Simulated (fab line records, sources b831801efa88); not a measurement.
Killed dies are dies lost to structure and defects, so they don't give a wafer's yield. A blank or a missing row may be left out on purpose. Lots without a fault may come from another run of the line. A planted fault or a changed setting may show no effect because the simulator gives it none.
Problem report in the 8D (eight disciplines) form, filled by code | flow sky130 | the parts of the form that need people (team, actions taken, sign-off) are left out

1. THE PROBLEM
NWELL_2_TW at SKY_NWELL_TW_MEAS_26 reads a mean of 30 on 3 wafers of 1 lot; wafers without a fault read 495 with a standard deviation of 7. That is -66 standard deviations from the usual mean.
First seen on wafer L219.1, day 9 12:29, on film_metro-03. The record holds 39 wafers of 13 lots with a number at this step. Rule for "out", or "out of limits": more than 4 standard deviations from the usual mean. The other wafers with a number count as sound.

2. WHAT IT IS AND WHAT IT IS NOT
question                    | is                     | is not
which readings at this step | NWELL_2_TW             | -
which lots                  | L219                   | L204, L205, L206, L207, L209, L212, L213, L214, L215, L216, L217, L218
which wafers of those lots  | all that have a number | -
read on which gauges        | film_metro-03          | film_metro-01, film_metro-04
when                        | from day 9 12:29       | up to then (36 sound wafers)

3. SUSPECTS, AND WHAT RULES EACH OUT
Counting: a tool at a process step up to the reading stays a suspect if it ran every lot that is out and no sound lot after the first of them.
- the gauge at SKY_NWELL_TW_MEAS_26: ruled out. All the wafers that are out were read on film_metro-03, but those of them that SKY_NWELL_STRIP_14 has rows for are out there too, on other tools.
- plasma_asher-02 at SKY_NWELL_STRIP_14 (strips in O2/N2): kept. It ran the lot that is out, L219 (day 8 13:07), and no sound lot after that; its last sound lot up to then is L218 (day 8 06:19). Its own readings are out on those wafers: oes_product_au.
- plasma_asher-04 at SKY_NWELL_STRIP_25 (strips in O2/N2): kept. It ran the lot that is out, L219 (day 9 12:23), and no sound lot after that; its last sound lot up to then is L218 (day 9 04:58). Its own readings are out on those wafers: strip_time_to_endpoint_s.
Left after counting: plasma_asher-02 at SKY_NWELL_STRIP_14, plasma_asher-04 at SKY_NWELL_STRIP_25.

4. THE CAUSE (what the simulator had put in)
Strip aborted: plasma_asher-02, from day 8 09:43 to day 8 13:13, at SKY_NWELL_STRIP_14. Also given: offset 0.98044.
Counting left 2 suspects, and this tool is among them.

5. THE CHAIN OF EFFECTS, in route order
Each row: a reading whose mean over the struck wafers that have a number lies more than 3 standard deviations from the usual. Only readings for which the record gives a usual standard deviation are gone through. hours: the time from each lot's start at the first step in this table that gives one to its start at this step, as a median over the lots. sigmas: the change in usual standard deviations.
hours | step                 | reading                  | usual        | on struck wafers | change | sigmas
0     | SKY_NWELL_STRIP_14   | chamber_pressure_mTorr   | 1500.0 mTorr | 1495.7           | -4.3   | -3.1
0     | SKY_NWELL_STRIP_14   | oes_product_au           | 0.722 a.u.   | 0.883            | +0.161 | +32
23    | SKY_NWELL_STRIP_25   | strip_time_to_endpoint_s | 36.90 s      | 72.11            | +35.21 | +99 or more
23    | SKY_NWELL_TW_MEAS_26 | NWELL_2_TW               | 495          | 30               | -465   | -66
The process steps in it:
- SKY_NWELL_STRIP_14: strips in O2/N2.
- SKY_NWELL_STRIP_25: strips in O2/N2.
Readings that are blank on the struck wafers while sound wafers have them: strip_time_to_endpoint_s at SKY_NWELL_STRIP_14.
Later measuring or inspecting steps at which every struck wafer that the step has a row for has a number for every such reading, and none has moved that far: SKY_VT_ADJUST_HVTP_TW_MEAS_11, SKY_SONOS_ONO_THK_MEAS_01.

6. WHAT WOULD HAVE CAUGHT IT SOONER
In this record the first reading out of limits at a measuring or inspecting step was taken at day 9 12:29, 27 hours after the fault began at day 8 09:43.
The tool's own readings at SKY_NWELL_STRIP_14 were out on every struck wafer that the step has a row for (oes_product_au): an alarm limit on them would have fired on the first of those.
All the lots that are out (1) had begun SKY_NWELL_STRIP_14 on plasma_asher-02 by day 9 12:29. A hold on the tool at that time would have spared none of them.
